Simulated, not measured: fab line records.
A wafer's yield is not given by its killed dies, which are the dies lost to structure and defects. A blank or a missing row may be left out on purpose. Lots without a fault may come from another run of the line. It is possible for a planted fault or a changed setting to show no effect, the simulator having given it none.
A lot that was struck, set against a sound lot ; flow sky130 ; 16 steps out of a route of 708
Sound: wafers L878.2, L878.4, L878.6. Struck: wafer L868.6 (left out: L868.2, a lot-mate that was not struck); the cause follows at the end.
Order at every step that has rows: each side's tool, ch and its chambers, its first start. Under that, the readings that differ: sound wafers ; struck wafers ; difference of the means ; sigmas: that difference in standard deviations of wafers without a fault.
alike: readings whose means differ by less than 2 such deviations, and words and numbers that are the same on both sides. not compared: withheld readings, readings that some wafer has no value for, bounds like >300 that may hide the same value, and numbers for which the record gives no deviation and whose values overlap.
Wherever a step has rows on one side only, a row that says differs or no value, or a row with sigmas, the two part there. Non-overlapping numbers with no deviation appear without sigmas and do not part them. A reading that every wafer of one side lacks parts them only if that side has two wafers or more.

first, 2 steps without rows for these wafers: SKY_LOCAL_INTERCONNECT_PEB_09; SKY_LOCAL_INTERCONNECT_DEVELOP_10 (develop time 60 s).
SKY_LOCAL_INTERCONNECT_CD_MEAS_11 targets a cd of 170 nm.
  sound: cd_sem-02 at day 36 01:44; struck: cd_sem-01 at day 33 04:44
  alike: cd_nm
SKY_LOCAL_INTERCONNECT_OVL_MEAS_12:
  sound: overlay-02 at day 36 01:50; struck: overlay-01 at day 33 04:50
  alike: LOCAL_INTERCONNECT_OVL
SKY_LOCAL_INTERCONNECT_ETCH_13: etches BARC in N2/H2, stops on SiO2, time 45.9 s, target depth 60 nm.
  sound on rie_metal-04 ch 0, day 36 01:52; struck on rie_metal-02 ch 0, day 33 04:52
reading;sound;struck;difference;sigmas
drypump_motor_current_A (A);6.6 6.5 6.6;5.1;-1.5;-3
  alike: oes_product_au, throttle_valve_pct
  not compared: rf_hours_counter_h
SKY_LOCAL_INTERCONNECT_METAL_ETCH_14: etches TiN in Cl2/BCl3, stops on PSG, target depth 110 nm, time 31.4 s.
  sound on rie_metal-04 ch 0, day 36 01:56; struck on rie_metal-02 ch 0, day 33 04:56
reading;sound;struck;difference;sigmas
drypump_motor_current_A (A);6.5 6.6 6.5;5.1;-1.4;-3
throttle_valve_pct (%);21.889 21.901 21.932;21.879;-0.028;-3
  alike: oes_product_au
  not compared: rf_hours_counter_h
SKY_LOCAL_INTERCONNECT_STRIP_15: strips in O2/N2.
  sound on plasma_asher-01 ch 0,1, day 36 01:59; struck on plasma_asher-04 ch 1, day 33 04:59
reading;sound;struck;difference;sigmas
strip_time_to_endpoint_s (s);4.772 4.788 4.759;4.730;-0.043;-2
  alike: drypump_motor_current_A, oes_product_au
  not compared: rf_hours_counter_h
then, 3 steps without rows for these wafers: SKY_LOCAL_INTERCONNECT_STRIP_16 (strips in post etch residue remover, time 1200 s); SKY_LOCAL_INTERCONNECT_CLEAN_17 (cleans in IPA, time 180 s); SKY_LOCAL_INTERCONNECT_CLEAN_18 (cleans in O3/DIW).
SKY_CONTACT_CVD_00: deposits Si3N4, target thk 75 nm.
  sound on pecvd-04 ch 0,1, day 36 02:35; struck on pecvd-02 ch 2, day 33 05:35
  alike: heater_power_w
SKY_CONTACT_THK_MEAS_01:
  sound: film_metro-04 at day 36 02:37; struck: film_metro-04 at day 33 05:37
  alike: CONTACT_CVD_00_THK
SKY_CONTACT_HDPCVD_02: deposits SiO2, target thk 565 nm, time 94.2 s.
  sound on hdpcvd-01 ch 0,2, day 36 02:40; struck on hdpcvd-01 ch 0, day 33 05:40
reading;sound;struck;difference;sigmas
model.SiO2_of_CONTACT_HDPCVD_02.thk_nm (nm);559.6 560.7 567.4;443.8;-118.8;
SKY_CONTACT_THK_MEAS_03:
  sound: film_metro-03 at day 36 02:45; struck: film_metro-04 at day 33 05:45
reading;sound;struck;difference;sigmas
CONTACT_HDPCVD_THK (nm);559 561 568;444;-119;-20
SKY_CONTACT_CMP_04: polishes SiO2.
  sound on cmp-02 ch 2,3, day 36 02:48; struck on cmp-01 ch 2, day 33 05:48
reading;sound;struck;difference;sigmas
time_to_endpoint_s (s);77 83 83;34;-47;-13
  alike: motor_current_A
SKY_CONTACT_BOW_MEAS_05:
  sound: film_metro-03 at day 36 03:07; struck: film_metro-03 at day 33 06:07
  alike: CONTACT_BOW

== WHERE THEY PART ==
At SKY_LOCAL_INTERCONNECT_ETCH_13 first; at SKY_CONTACT_CMP_04 last (within this record only). Later steps at which nothing parts them and some readings are alike: SKY_CONTACT_BOW_MEAS_05.

WHY: the cause the simulator had injected
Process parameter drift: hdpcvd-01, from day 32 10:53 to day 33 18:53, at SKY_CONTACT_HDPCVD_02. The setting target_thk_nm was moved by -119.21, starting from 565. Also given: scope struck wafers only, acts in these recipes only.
